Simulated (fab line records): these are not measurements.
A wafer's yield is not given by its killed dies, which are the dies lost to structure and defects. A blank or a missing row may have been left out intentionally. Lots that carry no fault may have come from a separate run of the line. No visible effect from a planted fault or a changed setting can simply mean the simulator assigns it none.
Comparing a struck lot with a sound one | flow gf180mcu | 20 out of 602 route steps
Sound: wafers L631.1, L631.5, L631.6. The struck wafers were L628.3, L628.5, L628.6. The cause is named last.
Per side, at each step with rows, come the tool, then ch with its chambers, and then its first start. Under that, the readings that differ: sound wafers | struck wafers | difference of the means | sigmas: that difference in standard deviations of wafers without a fault.
alike: readings whose means differ by less than 2 such deviations, and words and numbers that are the same on both sides. not compared: withheld readings, readings that some wafer has no value for, bounds like >300 that may hide the same value, and numbers for which the record gives no deviation and whose values overlap.
The two part at a step that has a row with sigmas, a row that says differs or no value, or rows on one side only. Numbers that have no deviation but don't overlap get no sigmas and don't part them. A reading that every wafer of one side lacks parts them only if that side has two wafers or more.

first, 3 steps without rows for these wafers: GF_MIM_EXPOSE_16 (exposes mask FuseTop, target cd 2000 nm); GF_MIM_PEB_17; GF_MIM_DEVELOP_18 (develop time 60 s).
GF_MIM_METAL_ETCH_19: etches the open film in Cl2/BCl3, stops on Si3N4, target depth 324.5 nm, time 54.1 s.
  sound on rie-metal-01 ch 1, day 29 15:01; struck on rie-metal-04 ch 0,1, day 28 16:18
  alike: bcl3-flow-sccm, drypump-motor-current-A, oes-product-au, throttle-valve-pct
  not compared: rf-hours-counter-h
GF_MIM_STRIP_20: strips in O2/N2.
  sound on plasma-asher-02 ch 0,1, day 29 15:10; struck on plasma-asher-03 ch 0,1, day 28 16:23
  alike: drypump-motor-current-A, heater-power-w, oes-product-au, strip-time-to-endpoint-s
  not compared: rf-hours-counter-h
then, 7 steps without rows for these wafers: GF_MIM_STRIP_21 (strips in post etch residue remover, time 1200 s); GF_MIM_CLEAN_22 (cleans in DIW); GF_M5_DEHYDRATE_00 (time 60 s); GF_M5_HMDS_01 (prime time 60 s); GF_M5_COAT_02 (resist thk 1000 nm); GF_M5_SOFTBAKE_03 (time 60 s); GF_M5_EXPOSE_04 (exposes mask Metal5, target cd 280 nm).
GF_M5_PEB_05: peb time 90 s.
  sound on litho-track-04 ch 0, day 30 09:55; struck on litho-track-01 ch 0, day 29 11:44
  reading                  | sound                | struck               | difference | sigmas
  heater-power-total-W (W) | 85.71 85.76 85.70    | 96.77 97.08 96.95    | +11.21     | +99 or more
  plate-temp-C (C)         | 134.98 134.99 135.01 | 148.43 148.23 148.54 | +13.41     | +99 or more
  alike: resist-line-temp-C
then, 1 step without rows for these wafers: GF_M5_DEVELOP_06 (develop time 60 s).
GF_M5_CD_MEAS_07: the cd target is 280 nm.
  sound: cd-sem-01 at day 30 10:16; struck: cd-sem-01 at day 29 12:04
  reading    | sound             | struck            | difference | sigmas
  cd-nm (nm) | 279.1 280.0 278.5 | 265.0 263.8 263.5 | -15.1      | -14
GF_M5_OVL_MEAS_08:
  sound: overlay-02 at day 30 10:23; struck: overlay-02 at day 29 12:09
  alike: M5_OVL
GF_M5_ETCH_09: etches Si3N4 in CF4/O2, target depth 52 nm, time 11.6 s.
  sound on rie-diel-03 ch 0,3, day 30 10:25; struck on rie-diel-02 ch 0,1, day 29 12:11
  reading             | sound             | struck            | difference | sigmas
  model.M5.cd-nm (nm) | 278.9 279.5 278.7 | 264.4 263.6 263.3 | -15.3      |
  alike: drypump-motor-current-A, oes-product-au, throttle-valve-pct
  not compared: rf-hours-counter-h
GF_M5_METAL_ETCH_10: etches the open film in Cl2/BCl3, stops on SiO2, target depth 627.5 nm, time 104.6 s.
  sound on rie-metal-02 ch 0,1, day 30 10:27; struck on rie-metal-01 ch 1, day 29 12:17
  reading             | sound             | struck            | difference | sigmas
  model.M5.cd-nm (nm) | 280.5 277.9 273.1 | 260.5 260.1 260.7 | -16.7      |
  alike: bcl3-flow-sccm, drypump-motor-current-A, oes-product-au, throttle-valve-pct
  not compared: rf-hours-counter-h
GF_M5_STRIP_11: strips in O2/N2.
  sound on plasma-asher-01 ch 0,1, day 30 10:34; struck on plasma-asher-01 ch 0,1, day 29 12:28
  alike: drypump-motor-current-A, heater-power-w, oes-product-au, strip-time-to-endpoint-s
  not compared: rf-hours-counter-h
GF_PASSIVATION_PROBE_99:
  rows exist in the record for the sound wafers here (prober-02, day 32 19:45), none for the struck ones

## WHERE THEY PART
Earliest at GF_M5_PEB_05; latest, in this record, at GF_PASSIVATION_PROBE_99.

WHY: what the simulator had put in
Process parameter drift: litho-track-01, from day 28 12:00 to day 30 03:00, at GF_M5_PEB_05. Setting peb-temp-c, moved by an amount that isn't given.
